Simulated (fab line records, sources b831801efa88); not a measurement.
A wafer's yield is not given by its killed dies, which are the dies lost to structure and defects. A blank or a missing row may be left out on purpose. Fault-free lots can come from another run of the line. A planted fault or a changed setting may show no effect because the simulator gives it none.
Which tool was responsible? ; flow sky130 ; 42 wafers from 14 lots sampled at 5 of the route's 708 steps

== WHAT EACH GAUGE READ, for each wafer ==
SKY_LDD_P_CD_MEAS_07: target cd 380 nm. Usual: cd_nm at 379 nm, with a standard deviation of 3.
lot;measured;on;cd_nm (nm);flag
L999;day 18 20:40;cd_sem-01;376 376 374;
L100;day 19 02:19;cd_sem-02;382 382 382;
L101;day 19 12:43;cd_sem-02;377 377 376;
L106;day 21 05:55;cd_sem-02;374 375 374;
L105;day 21 06:53;cd_sem-01;383 384 382;
L112;day 24 03:29;cd_sem-01;380 381 381;
L113;day 24 11:00;cd_sem-02;376 377 377;
L114;day 24 15:39;cd_sem-01;377 378 377;
L115;day 24 19:26;cd_sem-02;382 380 381;
L117;day 25 13:35;cd_sem-02;380 380 383;
L118;day 25 19:50;cd_sem-01;375 375 372;
L119;day 26 03:01;cd_sem-02;385 382 385;
L120;day 26 08:14;cd_sem-01;379 383 380;
L121;day 26 12:34;cd_sem-02;380 378 381;

SKY_LDD_HVP_TW_MEAS_10. Usual: LDD_HVP_TW typically reads 458.4, with standard deviation 2.2.
lot;measured;on;LDD_HVP_TW;flag
L999;day 21 10:11;film_metro-03;457.4 457.6 457.4;
L100;day 21 15:15;film_metro-03;456.8 461.1 456.7;
L101;day 22 03:11;film_metro-04;461.9 460.6 462.8;
L106;day 23 19:41;film_metro-04;456.2 457.5 454.8;
L105;day 23 19:58;film_metro-03;460.9 460.5 458.2;
L112;day 26 15:08;film_metro-03;463.8 461.2 460.6;
L113;day 26 21:10;film_metro-01;456.3 456.4 457.2;
L114;day 27 02:46;film_metro-03;459.3 459.6 456.4;
L115;day 27 06:29;film_metro-04;458.1 461.0 459.7;
L117;day 27 23:16;film_metro-01;458.5 459.2 458.4;
L118;day 28 05:01;film_metro-01;458.4 459.9 458.9;
L119;day 28 12:43;film_metro-03;460.5 460.2 461.6;
L120;day 28 19:35;film_metro-01;457.3 457.5 456.6;
L121;day 28 21:47;film_metro-04;460.1 459.7 459.8;

SKY_LDD_LDN_TW_MEAS_13. Usual: LDD_LDN_TW typically reads 1483, with standard deviation 11.
lot;measured;on;LDD_LDN_TW;flag
L999;day 22 17:29;film_metro-01;1496 1497 1493;
L100;day 22 21:44;film_metro-03;1475 1480 1479;
L101;day 23 09:59;film_metro-01;1485 1481 1483;
L106;day 25 01:47;film_metro-01;1556 1559 1558 1552 1560 1556;OFF
L105;day 25 02:52;film_metro-03;1574 1573 1578 1571 1579 1579;OFF
L112;day 27 20:36;film_metro-01;1485 1483 1487;
L113;day 28 02:22;film_metro-03;1494 1498 1497;
L114;day 28 07:40;film_metro-02;1476 1473 1477;
L115;day 28 11:23;film_metro-01;1488 1499 1487;
L117;day 29 04:22;film_metro-01;1502 1491 1486;
L118;day 29 09:21;film_metro-02;1471 1468 1466;
L119;day 29 17:01;film_metro-01;1486 1491 1487;
L120;day 29 23:27;film_metro-03;1489 1502 1500;
L121;day 30 02:22;film_metro-02;1480 1487 1472;

SKY_SPACER_THK_MEAS_01. Usual: SPACER_CVD_00_THK typically reads 43.1 nm, with standard deviation 0.39.
lot;measured;on;SPACER_CVD_00_THK (nm);flag
L999;day 22 18:48;film_metro-04;43.1 43.3 43.4;
L100;day 22 23:04;film_metro-02;43.3 43.6 44.0;
L101;day 23 11:19;film_metro-04;43.1 43.3 43.1;
L106;day 25 10:09;film_metro-01;42.7 43.1 43.1;
L105;day 25 11:43;film_metro-02;42.7 43.1 43.1;
L112;day 27 22:20;film_metro-02;42.5 43.0 43.1;
L113;day 28 05:55;film_metro-04;43.0 43.1 43.1;
L114;day 28 09:32;film_metro-01;43.0 42.9 42.6;
L115;day 28 12:43;film_metro-01;42.9 42.4 42.6;
L117;day 29 05:41;film_metro-02;42.8 42.9 43.1;
L118;day 29 12:19;film_metro-01;42.7 42.4 42.7;
L119;day 29 18:52;film_metro-04;44.0 44.0 44.2;
L120;day 30 01:30;film_metro-01;43.0 42.9 43.1;
L121;day 30 05:07;film_metro-01;43.2 43.1 43.3;

== WHAT TOOL EACH LOT RAN ON (gives the tool, then ch and the chambers of the sampled wafers, and finally the start) ==
lot;SKY_LDD_LDN_IMPLANT_08
L999;implanter-02 ch 0, day 22 16:47
L100;implanter-01 ch 0, day 22 21:04
L101;implanter-02 ch 0, day 23 09:19
L106;implanter-02 ch 0, day 25 01:05
L105;implanter-02 ch 0, day 25 02:10
L112;implanter-02 ch 0, day 27 19:54
L113;implanter-03 ch 0, day 28 01:40
L114;implanter-02 ch 0, day 28 06:58
L115;implanter-02 ch 0, day 28 10:43
L117;implanter-01 ch 0, day 29 03:40
L118;implanter-03 ch 0, day 29 08:42
L119;implanter-03 ch 0, day 29 16:19
L120;implanter-03 ch 0, day 29 22:45
L121;implanter-03 ch 0, day 30 01:41
- SKY_LDD_LDN_IMPLANT_08

== WHAT THE TOOLS THEMSELVES READ (means of the sampled wafers that have a number; where no wafer has one, the mark that the record gives instead) ==
SKY_LDD_LDN_IMPLANT_08. Usual: dose_ions_cm2 1.25e+13, standard deviation 1.3e+10; faraday_current_uA 70.5, standard deviation 1.5.
lot;tool;dose_ions_cm2;faraday_current_uA;flag
L999;implanter-02;1.25e+13;70.9;
L100;implanter-01;1.25e+13;72.3;
L101;implanter-02;1.25e+13;69.5;
L106;implanter-02;2.17e+13;124.0;OFF
L105;implanter-02;2.17e+13;119.7;OFF
L112;implanter-02;1.25e+13;71.8;
L113;implanter-03;1.25e+13;69.9;
L114;implanter-02;1.25e+13;69.8;
L115;implanter-02;1.25e+13;69.6;
L117;implanter-01;1.25e+13;70.6;
L118;implanter-03;1.25e+13;70.3;
L119;implanter-03;1.25e+13;71.6;
L120;implanter-03;1.25e+13;70.4;
L121;implanter-03;1.25e+13;70.2;

== THE ANSWER, worked out from the rows above alone ==
Rule: a lot is off if the mean of its wafers that have a number lies more than 3 standard deviations from the usual mean. A lot without any number at a reading at which 4 lots or more have one is off too. The other lots that the step has rows for count as sound. First the gauges in route order, then the tools' own readings, where a lot's mean is used as printed above. The first step at which some lot is off is used, and at that step the reading that is off furthest; a lot without a number counts as furthest.
Off: at SKY_LDD_LDN_TW_MEAS_13 (LDD_LDN_TW), L106, L105.
If a tool, at a process step before that reading, ran all the lots that are off and no sound lot after the first of them, it fits. The gauges at SKY_LDD_LDN_TW_MEAS_13 aren't tried: what is off there is off at SKY_LDD_LDN_IMPLANT_08 too, on other tools, and a gauge's error can't cause that. No candidate that was tried fits.

== WHAT THE SIMULATOR HAD INSERTED ==
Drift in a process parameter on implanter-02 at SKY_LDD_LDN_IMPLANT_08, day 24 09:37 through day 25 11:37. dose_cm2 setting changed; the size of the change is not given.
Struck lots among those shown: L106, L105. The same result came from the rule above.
